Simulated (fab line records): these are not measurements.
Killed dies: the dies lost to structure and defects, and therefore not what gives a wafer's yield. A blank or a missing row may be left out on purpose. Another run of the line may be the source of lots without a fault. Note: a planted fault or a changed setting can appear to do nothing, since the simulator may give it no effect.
Problem report, 8D (eight disciplines) form, completed by code :: flow sfq_line :: the parts of the form that need people (team, actions taken, sign-off) are left out

== 1. WHAT IS WRONG ==
Wafers without a fault read 79.98 W, standard deviation 0.24; bias_w at SFQ_TRILAYER_I6_VIA_BARC_OPEN_VIA_ETCH_235 reads a mean of 76.87 W on 3 wafers belonging to 2 lots. Measured from the usual mean, that is -13 standard deviations.
The step: etches BARC in O2, target depth 125 nm, time 41.7 s.
First observed at day 80 03:38: wafer L507.2, on rie_diel-02. The record has a number at this step for 42 wafers belonging to 14 lots. By rule, "out" or "out of limits" means more than 4 standard deviations away from the usual mean. All remaining wafers that have a number are taken as sound.

== 2. WHAT THIS IS AND IS NOT ==
question: which readings at this step
is: bias_w
is not: drypump_motor_current_A, oes_product_au

question: which lots
is: L507, L509
is not: L495, L496, L498, L499, L500, L501, L502, L505, L514, L515, L516, L517

question: which wafers of those lots
is: L507.2, L509.3, L509.5
is not: L507.3, L507.6, L509.6

question: read on which tools
is: rie_diel-02
is not: rie_diel-01, rie_diel-04

question: when
is: from day 80 03:38
is not: up to then (26 sound wafers); but 13 sound wafers of L509, L514, L515, L516, L517 came after

== 3. WHAT RULES OUT EACH SUSPECT ==
Counting: a tool at a process step up to the reading stays a suspect if it ran every lot that is out. Sound lots after the first of them don't rule it out here, since some wafers of a struck lot are sound.
- rie_diel-02 at SFQ_TRILAYER_I6_VIA_BARC_OPEN_VIA_ETCH_235 (etches BARC in O2, target depth 125 nm, time 41.7 s): kept. Ran every lot that is out, first one L507 (day 80 03:38); last sound lot up to then L502 (day 78 20:26). Its own readings are out on those wafers: bias_w.
- Within rie_diel-02 at SFQ_TRILAYER_I6_VIA_BARC_OPEN_VIA_ETCH_235: the wafers that are out ran in chamber 2; their sound lot-mates ran in chambers 1, 3.
After counting, what remains is rie_diel-02 at SFQ_TRILAYER_I6_VIA_BARC_OPEN_VIA_ETCH_235.

== 4. THE CAUSE (what the simulator had put in) ==
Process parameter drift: rie_diel-02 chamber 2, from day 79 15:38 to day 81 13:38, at SFQ_TRILAYER_I6_VIA_BARC_OPEN_VIA_ETCH_235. The setting bias_w was moved by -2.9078, starting from 80. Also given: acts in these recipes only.
This tool alone remained once counting was done.

== 5. THE CHAIN OF EFFECTS, in route order ==
Rows list readings where the struck wafers' mean (over those with a number) sits beyond 3 standard deviations from the usual. Only readings for which the record gives a usual standard deviation are gone through. hours: the time from each lot's start at the first step in this table that gives one to its start at this step, as a median over the lots. sigmas: the change in usual standard deviations.
hours: 0
step: SFQ_TRILAYER_I6_VIA_BARC_OPEN_VIA_ETCH_235
reading: bias_w
usual: 79.98 W
on struck wafers: 76.87
change: -3.11
sigmas: -13
It contains these process steps:
- SFQ_TRILAYER_I6_VIA_BARC_OPEN_VIA_ETCH_235: etches BARC in O2, target depth 125 nm, time 41.7 s.

== 6. HOW IT WOULD HAVE BEEN CAUGHT EARLIER ==
In this record no reading fell out of limits until day 80 03:38, 12 hours after the fault had begun at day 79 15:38.
